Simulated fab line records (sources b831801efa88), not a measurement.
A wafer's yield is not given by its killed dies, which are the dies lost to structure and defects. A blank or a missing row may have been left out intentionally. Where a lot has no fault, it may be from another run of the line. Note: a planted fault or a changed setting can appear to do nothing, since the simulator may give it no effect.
Split-lot trial || flow sky130 || route with 708 steps; 5 lots, 23 wafers read

## THE SPLIT ITSELF
At SKY_RES_PROTECT_SOFTBAKE_03 (time 60 s), the setting temp-c was moved away from the recipe's 90 C on 10 of the 23 wafers read, by -4.0% to -1.6%. All remaining wafers had this setting at the recipe value.

## FROM THE SPLIT TO THE READING: what the file shows between them, 2 steps
- SKY_RES_PROTECT_EXPOSE_04: exposes mask RPM, target cd 1270 nm
- SKY_RES_PROTECT_PEB_05

## THE READING
NOVOLAK_of_RES_PROTECT_COAT_02.thk-nm (the simulator's own value, which no gauge read), in nm, at SKY_RES_PROTECT_DEVELOP_06 (develop time 60 s). No usual value for it is given in the file. Average 1141 nm, standard deviation 2.6 nm, over the 13 wafers here run with the recipe.

{"wafer": "L074.1", "tool, chamber at the split": "litho-track-02, 0", "temp-c as run, C": 90, "against the recipe": "recipe", "NOVOLAK_of_RES_PROTECT_COAT_02.thk-nm, nm": 1141, "against lot-mates on the recipe": "-"}
{"wafer": "L074.4", "tool, chamber at the split": "litho-track-02, 0", "temp-c as run, C": 90, "against the recipe": "recipe", "NOVOLAK_of_RES_PROTECT_COAT_02.thk-nm, nm": 1139, "against lot-mates on the recipe": "-"}
{"wafer": "L074.6", "tool, chamber at the split": "litho-track-02, 0", "temp-c as run, C": 90, "against the recipe": "recipe", "NOVOLAK_of_RES_PROTECT_COAT_02.thk-nm, nm": 1140, "against lot-mates on the recipe": "-"}
{"wafer": "L077.1", "tool, chamber at the split": "litho-track-02, 0", "temp-c as run, C": 90, "against the recipe": "recipe", "NOVOLAK_of_RES_PROTECT_COAT_02.thk-nm, nm": 1141, "against lot-mates on the recipe": "-"}
{"wafer": "L077.2", "tool, chamber at the split": "litho-track-02, 0", "temp-c as run, C": 86.37, "against the recipe": "-4.0%", "NOVOLAK_of_RES_PROTECT_COAT_02.thk-nm, nm": 1151, "against lot-mates on the recipe": "+11"}
{"wafer": "L077.3", "tool, chamber at the split": "litho-track-02, 0", "temp-c as run, C": 86.37, "against the recipe": "-4.0%", "NOVOLAK_of_RES_PROTECT_COAT_02.thk-nm, nm": 1152, "against lot-mates on the recipe": "+12"}
{"wafer": "L077.4", "tool, chamber at the split": "litho-track-02, 0", "temp-c as run, C": 90, "against the recipe": "recipe", "NOVOLAK_of_RES_PROTECT_COAT_02.thk-nm, nm": 1140, "against lot-mates on the recipe": "-"}
{"wafer": "L077.5", "tool, chamber at the split": "litho-track-02, 0", "temp-c as run, C": 90, "against the recipe": "recipe", "NOVOLAK_of_RES_PROTECT_COAT_02.thk-nm, nm": 1138, "against lot-mates on the recipe": "-"}
{"wafer": "L081.1", "tool, chamber at the split": "litho-track-02, 0", "temp-c as run, C": 90, "against the recipe": "recipe", "NOVOLAK_of_RES_PROTECT_COAT_02.thk-nm, nm": 1144, "against lot-mates on the recipe": "-"}
{"wafer": "L081.2", "tool, chamber at the split": "litho-track-02, 0", "temp-c as run, C": 87.33, "against the recipe": "-3.0%", "NOVOLAK_of_RES_PROTECT_COAT_02.thk-nm, nm": 1147, "against lot-mates on the recipe": "+4"}
{"wafer": "L081.4", "tool, chamber at the split": "litho-track-02, 0", "temp-c as run, C": 87.33, "against the recipe": "-3.0%", "NOVOLAK_of_RES_PROTECT_COAT_02.thk-nm, nm": 1151, "against lot-mates on the recipe": "+8"}
{"wafer": "L081.5", "tool, chamber at the split": "litho-track-02, 0", "temp-c as run, C": 87.33, "against the recipe": "-3.0%", "NOVOLAK_of_RES_PROTECT_COAT_02.thk-nm, nm": 1152, "against lot-mates on the recipe": "+8"}
{"wafer": "L081.6", "tool, chamber at the split": "litho-track-02, 0", "temp-c as run, C": 90, "against the recipe": "recipe", "NOVOLAK_of_RES_PROTECT_COAT_02.thk-nm, nm": 1143, "against lot-mates on the recipe": "-"}
{"wafer": "L082.1", "tool, chamber at the split": "litho-track-02, 0", "temp-c as run, C": 88.52, "against the recipe": "-1.6%", "NOVOLAK_of_RES_PROTECT_COAT_02.thk-nm, nm": 1150, "against lot-mates on the recipe": "+6"}
{"wafer": "L082.2", "tool, chamber at the split": "litho-track-02, 0", "temp-c as run, C": 90, "against the recipe": "recipe", "NOVOLAK_of_RES_PROTECT_COAT_02.thk-nm, nm": 1142, "against lot-mates on the recipe": "-"}
{"wafer": "L082.3", "tool, chamber at the split": "litho-track-02, 0", "temp-c as run, C": 90, "against the recipe": "recipe", "NOVOLAK_of_RES_PROTECT_COAT_02.thk-nm, nm": 1146, "against lot-mates on the recipe": "-"}
{"wafer": "L082.4", "tool, chamber at the split": "litho-track-02, 0", "temp-c as run, C": 90, "against the recipe": "recipe", "NOVOLAK_of_RES_PROTECT_COAT_02.thk-nm, nm": 1145, "against lot-mates on the recipe": "-"}
{"wafer": "L082.6", "tool, chamber at the split": "litho-track-02, 0", "temp-c as run, C": 88.52, "against the recipe": "-1.6%", "NOVOLAK_of_RES_PROTECT_COAT_02.thk-nm, nm": 1148, "against lot-mates on the recipe": "+4"}
{"wafer": "L084.1", "tool, chamber at the split": "litho-track-03, 0", "temp-c as run, C": 88.32, "against the recipe": "-1.9%", "NOVOLAK_of_RES_PROTECT_COAT_02.thk-nm, nm": 1142, "against lot-mates on the recipe": "+4"}
{"wafer": "L084.3", "tool, chamber at the split": "litho-track-03, 0", "temp-c as run, C": 88.32, "against the recipe": "-1.9%", "NOVOLAK_of_RES_PROTECT_COAT_02.thk-nm, nm": 1143, "against lot-mates on the recipe": "+5"}
{"wafer": "L084.4", "tool, chamber at the split": "litho-track-03, 0", "temp-c as run, C": 90, "against the recipe": "recipe", "NOVOLAK_of_RES_PROTECT_COAT_02.thk-nm, nm": 1138, "against lot-mates on the recipe": "-"}
{"wafer": "L084.5", "tool, chamber at the split": "litho-track-03, 0", "temp-c as run, C": 90, "against the recipe": "recipe", "NOVOLAK_of_RES_PROTECT_COAT_02.thk-nm, nm": 1138, "against lot-mates on the recipe": "-"}
{"wafer": "L084.6", "tool, chamber at the split": "litho-track-03, 0", "temp-c as run, C": 88.32, "against the recipe": "-1.9%", "NOVOLAK_of_RES_PROTECT_COAT_02.thk-nm, nm": 1140, "against lot-mates on the recipe": "+2"}

FIT RESULTS
A straight line over all 23 wafers: NOVOLAK_of_RES_PROTECT_COAT_02.thk-nm changes by -2.59 nm for each +1% of temp-c; r = -0.78; the points scatter about the line by 3 nm.
The same after taking each lot's own level away (the mean of its wafers on the recipe; 23 wafers): -2.58 nm for each +1%; r = -0.93; scatter 1.5 nm.
On that fit, the largest move of temp-c shifts the reading by 10 nm.
Across the lots, their own levels run from 1138.0 to 1144.3 nm, a range of 2.4 times the standard deviation given above.
So the lot-to-lot level blurs the effect unless lot-mates are compared.
Check: for one of the wafers moved furthest among these (-4.0%), held out of the fit, the line's prediction against its lot-mates is +9.93 nm. It came out at +11.3 nm against them.

## OTHER SPLITS APPLIED TO THESE WAFERS
Before the reading, these wafers also passed through other splits. Each is held against what the fit with the lots' levels taken away leaves over:
{"other split on the same wafers": "SKY_VT_ADJUST_NCORE_IMPLANT_09 energy-kev", "wafers away from the commonest value": 9, "r with NOVOLAK_of_RES_PROTECT_COAT_02.thk-nm (lot level and that fit taken away)": "+0.02"}
{"other split on the same wafers": "SKY_VT_ADJUST_HVTR_SOFTBAKE_03 temp-c", "wafers away from the commonest value": 9, "r with NOVOLAK_of_RES_PROTECT_COAT_02.thk-nm (lot level and that fit taken away)": "+0.45"}
{"other split on the same wafers": "SKY_VT_ADJUST_HVTR_IMPLANT_09 energy-kev", "wafers away from the commonest value": 9, "r with NOVOLAK_of_RES_PROTECT_COAT_02.thk-nm (lot level and that fit taken away)": "+0.31"}
{"other split on the same wafers": "SKY_VT_ADJUST_PCH_IMPLANT_08 dose-cm2", "wafers away from the commonest value": 6, "r with NOVOLAK_of_RES_PROTECT_COAT_02.thk-nm (lot level and that fit taken away)": "+0.18"}
{"other split on the same wafers": "SKY_SONOS_TUNNEL_DEVELOP_06 develop-time-s", "wafers away from the commonest value": 5, "r with NOVOLAK_of_RES_PROTECT_COAT_02.thk-nm (lot level and that fit taken away)": "+0.04"}
{"other split on the same wafers": "SKY_SONOS_ONO_CVD_02 pressure-mtorr", "wafers away from the commonest value": 15, "r with NOVOLAK_of_RES_PROTECT_COAT_02.thk-nm (lot level and that fit taken away)": "+0.03"}
{"other split on the same wafers": "SKY_GATE_OXIDE_OXIDATION_01 ox-time-s", "wafers away from the commonest value": 15, "r with NOVOLAK_of_RES_PROTECT_COAT_02.thk-nm (lot level and that fit taken away)": "+0.19"}
{"other split on the same wafers": "SKY_GATE_OXIDE_IMPLANT_11 energy-kev", "wafers away from the commonest value": 7, "r with NOVOLAK_of_RES_PROTECT_COAT_02.thk-nm (lot level and that fit taken away)": "+0.08"}

## THE FILE'S OWN FIT
NOVOLAK_of_RES_PROTECT_COAT_02.thk-nm changes by -2.64 nm for each +1% of temp-c, r = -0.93.
